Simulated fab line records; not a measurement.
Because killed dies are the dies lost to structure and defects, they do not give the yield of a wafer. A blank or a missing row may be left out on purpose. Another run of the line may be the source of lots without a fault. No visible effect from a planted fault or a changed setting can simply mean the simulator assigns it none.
2 desks looking at one fault / flow gf180mcu / each desk holds nothing but its own numbers, with what lay behind them at the end

FOR THE TOOL OWNER'S DESK: pvd sputter-03
The tool's own readings at GF_MIM_SPUTTER_01 (material TiN, target thk 30 nm, time 25 s): means of the sampled wafers that have a number, for each lot that ran on this tool. A lot is out of limits, marked OUT, if its mean lies more than 4 standard deviations from the usual mean; the brackets give that distance.
Columns: A = throttle valve pct at GF_MIM_SPUTTER_01, usual 30.1 %
lot=L671; first seen here=day 25 00:23; A=29.5
lot=L677; first seen here=day 26 23:50; A=29.8
lot=L678; first seen here=day 27 06:11; A=30.0
Result from this desk: across the 3 lots, nothing is out of limits.

THE METROLOGY DESK
Means of the sampled wafers that have a number, per lot and without regard to the tool the lot ran on: this is what the gauges read. A lot is out of limits, marked OUT, if its mean lies more than 4 standard deviations from the usual mean; the brackets give that distance.
Columns: A = V4_W_RS at GF_V4_RS_MEAS_24, usual 0.327 ohm/sq; B = V4_W_THK at GF_V4_THK_MEAS_25, usual 359 nm
lot=L671; first seen here=day 24 23:48; A=0.322; B=363
lot=L672; first seen here=day 25 03:55; A=0.328; B=358
lot=L677; first seen here=day 26 23:16; A=0.329; B=358
lot=L678; first seen here=day 27 05:37; A=0.324; B=359
lot=L683; first seen here=day 28 23:21; A=0.325; B=359
lot=L689; first seen here=day 30 09:08; A=0.330; B=355
Result from this desk: across the 6 lots, nothing is out of limits.

BROUGHT TOGETHER
The desk of the tool owner found nothing out of limits.
Metrology desk: nothing out of limits seen.

WHAT THE SIMULATOR HAD PUT IN
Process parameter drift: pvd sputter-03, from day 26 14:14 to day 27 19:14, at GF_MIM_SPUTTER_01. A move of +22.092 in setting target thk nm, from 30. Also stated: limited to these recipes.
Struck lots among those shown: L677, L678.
